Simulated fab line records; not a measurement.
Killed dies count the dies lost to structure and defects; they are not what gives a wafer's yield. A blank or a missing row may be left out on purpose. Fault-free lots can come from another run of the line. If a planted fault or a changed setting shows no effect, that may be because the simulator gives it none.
Matching of chambers -- flow gf180mcu -- 4 sister chambers for GF_V1_CMP_04 on cmp-02
The step polishes SiO2. 8 wafers are shown with their chamber, then 7 later ones without.

WAFERS PAIRED WITH THEIR CHAMBERS
wafer,chamber,motor current A (A),head pressure psi (psi)
L479.2,3,13.9,4.019
L481.3,2,8.9,3.989
L482.2,3,13.7,3.997
L482.3,2,10.3,4.001
L482.4,1,11.5,3.989
L486.1,1,12.0,4.005
L486.3,0,12.6,3.982
L486.6,0,13.1,3.993

WAFERS WHOSE CHAMBER IS MISSING
wafer,motor current A (A),head pressure psi (psi)
L488.2,14.3,3.999
L488.5,12.4,4.015
L489.2,9.3,3.978
L489.3,12.8,4.006
L498.1,12.1,4.011
L498.4,14.3,3.995
L498.6,9.5,3.999

CHAMBER TAKEN BY EACH
wafer,from the rows above,in truth
L488.2,can't be placed: 3 or 0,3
L488.5,can't be placed: 1 or 3 or 0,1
L489.2,2,2
L489.3,can't be placed: 0 or 3 or 1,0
L498.1,can't be placed: 1 or 0 or 3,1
L498.4,can't be placed: 3 or 0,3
L498.6,2,2
Correct placement for 2 of the 7. From these rows, 5 cannot be placed; in 5 the true chamber is one of the candidates. 0 placed wrongly.
How it was worked out, from the rows above alone: a wafer's distance from a chamber is the root of the sum, over the readings, of the square of ((its reading less the chamber's mean) divided by the reading's scatter). If the next closest chamber is less than 2 further off than the closest, the wafer can't be placed; otherwise it belongs to the closest. The mean given for a chamber averages the wafers shown for that chamber. The scatter is the square root of a quotient: the sum, over the shown wafers, of each reading's squared deviation from its chamber's mean, divided by wafers minus chambers.
